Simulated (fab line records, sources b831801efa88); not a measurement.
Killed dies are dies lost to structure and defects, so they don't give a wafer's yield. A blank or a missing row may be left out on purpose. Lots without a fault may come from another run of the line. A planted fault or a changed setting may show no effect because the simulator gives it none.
Which tool did it? | flow gf180mcu | 6 lots, 18 wafers sampled, at 2 steps of a route of 602

WHAT THE GAUGES READ, wafer by wafer
GF_V4_THK_MEAS_01.
lot  | measured     | on            | V4_CVD_00_THK (nm)
L519 | day 23 23:43 | film_metro-03 | 589 582 591
L521 | day 24 14:54 | film_metro-03 | 594 589 584
L524 | day 25 19:11 | film_metro-04 | 597 584 585
L529 | day 27 06:38 | film_metro-01 | 586 595 578
L531 | day 27 21:03 | film_metro-03 | 586 597 579
L533 | day 28 14:10 | film_metro-03 | 591 597 599

WHICH TOOL RAN EACH LOT (tool, then ch and the chambers of the sampled wafers, then the start)
lot  | GF_POLY_GATE_CVD_00
L519 | lpcvd-01 ch 1, day 8 20:34
L521 | lpcvd-01 ch 1, day 9 08:09
L524 | lpcvd-01 ch 0, day 10 08:04
L529 | lpcvd-02 ch 0, day 11 14:10
L531 | lpcvd-01 ch 0, day 12 05:11
L533 | lpcvd-01 ch 0, day 12 19:34
- GF_POLY_GATE_CVD_00: deposits poly-Si, target thk 200 nm, time 1200 s.

THE ANSWER, worked out from the rows above alone
Rule: what is usual is taken from the lots themselves. Put in order of their means at a reading, lots are off if they are a third of the lots or fewer, leave a main group of 4 or more, and stand apart from it by a gap of 3 or more times the standard deviation of the main group's means; of several such gaps the widest counts. A main group whose means are all the same, to the digits that the tables above print for the reading, isn't used. A lot without any number at a reading at which 4 lots or more have one is off too. The other lots that the step has rows for count as sound.
Off: L533, at GF_V4_THK_MEAS_01 (V4_CVD_00_THK). The main group: mean 588 nm, standard deviation 0.98.
A tool fits if, at a process step before that reading, it ran every lot that is off, and no sound lot after the first of them. The gauges at GF_V4_THK_MEAS_01 are tried like those tools. Can't be told from this: 2 tools fit, lpcvd-01 at GF_POLY_GATE_CVD_00, film_metro-03 at GF_V4_THK_MEAS_01.

WHAT THE SIMULATOR HAD PUT IN
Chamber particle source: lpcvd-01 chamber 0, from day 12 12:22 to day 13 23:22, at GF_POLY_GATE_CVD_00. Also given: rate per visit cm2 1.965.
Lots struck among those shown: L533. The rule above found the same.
